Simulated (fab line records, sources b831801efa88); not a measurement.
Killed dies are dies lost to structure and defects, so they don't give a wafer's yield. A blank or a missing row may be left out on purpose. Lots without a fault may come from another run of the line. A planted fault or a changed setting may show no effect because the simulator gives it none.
Split-lot experiment | flow sky130 | 5 lots, 23 wafers read, on a route of 708 steps

THE SPLIT
At SKY_LDD_P_IMPLANT_09, the setting dose_cm2 was moved away from the recipe's 1e+13 on 8 of the 23 wafers read, by -3.8% to +7.5%. The other wafers ran this setting at the recipe's value.

FROM THE SPLIT TO THE READING: what the file shows between them, 1 step
- SKY_LDD_P_STRIP_10: strips in O2/N2

THE READING
LDD_P_TW, at SKY_LDD_P_TW_MEAS_11. Fault-free wafers of this fab line usually give 641.2, standard deviation 2.9.

wafer  | tool, chamber at the split | dose_cm2 as run | against the recipe | LDD_P_TW | against lot-mates on the recipe
L076.2 | implanter-03, 0            | 1e+13           | recipe             | 642.3    | -
L076.4 | implanter-03, 0            | 1e+13           | recipe             | 643.4    | -
L076.5 | implanter-03, 0            | 1e+13           | recipe             | 638.0    | -
L077.1 | implanter-03, 0            | 1e+13           | recipe             | 645.9    | -
L077.2 | implanter-03, 0            | 9.714e+12       | -2.9%              | 641.8    | -2.4
L077.4 | implanter-03, 0            | 1e+13           | recipe             | 642.5    | -
L077.5 | implanter-03, 0            | 1e+13           | recipe             | 644.3    | -
L077.6 | implanter-03, 0            | 9.714e+12       | -2.9%              | 643.6    | -0.6
L082.1 | implanter-03, 0            | 1e+13           | recipe             | 639.7    | -
L082.2 | implanter-03, 0            | 1.075e+13       | +7.5%              | 656.8    | +15.8
L082.3 | implanter-03, 0            | 1.075e+13       | +7.5%              | 652.7    | +11.7
L082.4 | implanter-03, 0            | 1.075e+13       | +7.5%              | 657.0    | +16.0
L082.6 | implanter-03, 0            | 1e+13           | recipe             | 642.3    | -
L083.1 | implanter-01, 0            | 1e+13           | recipe             | 644.5    | -
L083.2 | implanter-01, 0            | 9.617e+12       | -3.8%              | 635.2    | -7.8
L083.3 | implanter-01, 0            | 1e+13           | recipe             | 641.4    | -
L083.4 | implanter-01, 0            | 9.617e+12       | -3.8%              | 630.2    | -12.8
L083.6 | implanter-01, 0            | 9.617e+12       | -3.8%              | 631.2    | -11.8
L084.1 | implanter-02, 0            | 1e+13           | recipe             | 638.4    | -
L084.2 | implanter-02, 0            | 1e+13           | recipe             | 641.1    | -
L084.3 | implanter-02, 0            | 1e+13           | recipe             | 641.4    | -
L084.5 | implanter-02, 0            | 1e+13           | recipe             | 639.7    | -
L084.6 | implanter-02, 0            | 1e+13           | recipe             | 643.5    | -

THE FIT
A straight line over all 23 wafers: LDD_P_TW changes by +1.8 for each +1% of dose_cm2; r = +0.89; the points scatter about the line by 3.
The same after taking each lot's own level away (the mean of its wafers on the recipe; 23 wafers): +2 for each +1%; r = +0.93; scatter 2.6.
On that fit, the largest move of dose_cm2 shifts the reading by 15.
The lots' own levels span 640.82 to 644.23, that is 1.2 times the standard deviation above.
So the lot-to-lot level changes the slope: the two fits differ.
Check: with one of the wafers moved furthest among these (+7.5%) left out of the fit, the line predicts +14.6 for it against its lot-mates. It came out at +15.8 against them.

OTHER SPLITS ON THESE WAFERS
These wafers also went through other splits before the reading. Each is held against what the fit with the lots' levels taken away leaves over:
other split on the same wafers      | wafers away from the commonest value | r with LDD_P_TW (lot level and that fit taken away)
SKY_GATE_OXIDE_SOFTBAKE_06 temp_c   | 6                                    | -0.11
SKY_RES_PROTECT_COAT_02 spin_rpm    | 7                                    | -0.11
SKY_POLY_GATE_CVD_03 pressure_mtorr | 10                                   | +0.27
SKY_POLY_GATE_EXPOSE_10 dose_mj     | 6                                    | +0.34
SKY_LDD_N_SOFTBAKE_03 temp_c        | 10                                   | +0.26

THE FILE'S OWN FIT
LDD_P_TW changes by +1.95 for each +1% of dose_cm2, r = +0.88.
